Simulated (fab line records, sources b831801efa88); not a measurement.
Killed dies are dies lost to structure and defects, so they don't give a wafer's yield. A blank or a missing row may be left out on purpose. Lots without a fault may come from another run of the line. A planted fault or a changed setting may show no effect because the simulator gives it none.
A struck lot beside a sound one | flow sky130 | 14 steps out of a route of 708
Sound: wafers L662.1, L662.2, L662.4. Struck: wafers L655.4, L655.5, L655.6. The cause comes at the end.
At each step with rows: each side's tool, then ch and its chambers, then its first start. Under that, the readings that differ: sound wafers | struck wafers | difference of the means | sigmas: that difference in standard deviations of wafers without a fault.
alike: readings whose means differ by less than 2 such deviations, and words and numbers that are the same on both sides. not compared: withheld readings, readings that some wafer has no value for, bounds like >300 that may hide the same value, and numbers for which the record gives no deviation and whose values overlap.
The two part at a step that has a row with sigmas, a row that says differs or no value, or rows on one side only. Numbers that don't overlap but have no deviation are shown without sigmas and don't part them. A reading that every wafer of one side lacks parts them only if that side has two wafers or more.

first, 2 steps without rows for these wafers: SKY_LDD_HVN_PEB_05; SKY_LDD_HVN_DEVELOP_06 (develop time 60 s).
SKY_LDD_HVN_OVL_MEAS_07:
  sound on overlay-02, day 25 09:01; struck on overlay-01, day 23 02:51
  alike: LDD_HVN_OVL
then, 1 step without rows for these wafers: SKY_LDD_HVN_IMPLANT_08.
SKY_LDD_HVN_STRIP_09: strips in O2/N2.
  sound on plasma_asher-03 ch 0,1, day 25 09:12; struck on plasma_asher-03 ch 0,1, day 23 03:03
  alike: drypump_motor_current_A, oes_product_au, strip_time_to_endpoint_s
  not compared: rf_hours_counter_h
SKY_LDD_HVN_TW_MEAS_10:
  sound on film_metro-01, day 25 09:18; struck on film_metro-04, day 23 03:09
  alike: LDD_HVN_TW
then, 6 steps without rows for these wafers: SKY_LDD_HVP_DEHYDRATE_00 (time 60 s); SKY_LDD_HVP_HMDS_01 (prime time 60 s); SKY_LDD_HVP_COAT_02 (resist thk 300 nm); SKY_LDD_HVP_SOFTBAKE_03 (time 60 s); SKY_LDD_HVP_EXPOSE_04 (exposes mask HVPTM, target cd 700 nm); SKY_LDD_HVP_PEB_05.
SKY_LDD_HVP_DEVELOP_06: develop time 60 s.
  sound on litho_track-04 ch 0, day 26 14:49; struck on litho_track-03, day 24 09:06
  no value came back on the struck wafers for chill_plate_temp_C (C), develop_time_s (s); on the sound wafers chill_plate_temp_C (C) reads 22.90 22.94 22.90
SKY_LDD_HVP_OVL_MEAS_07:
  sound on overlay-02, day 26 14:58; struck on overlay-01, day 24 09:11
  reading          | sound         | struck | difference                    | sigmas
  LDD_HVP_OVL (nm) | 1.0 -0.5 -0.2 | - - -  | no value on the struck wafers |

WHERE THEY PART
First at SKY_LDD_HVP_DEVELOP_06; last, within this record, at SKY_LDD_HVP_OVL_MEAS_07.

WHY: what the simulator had put in
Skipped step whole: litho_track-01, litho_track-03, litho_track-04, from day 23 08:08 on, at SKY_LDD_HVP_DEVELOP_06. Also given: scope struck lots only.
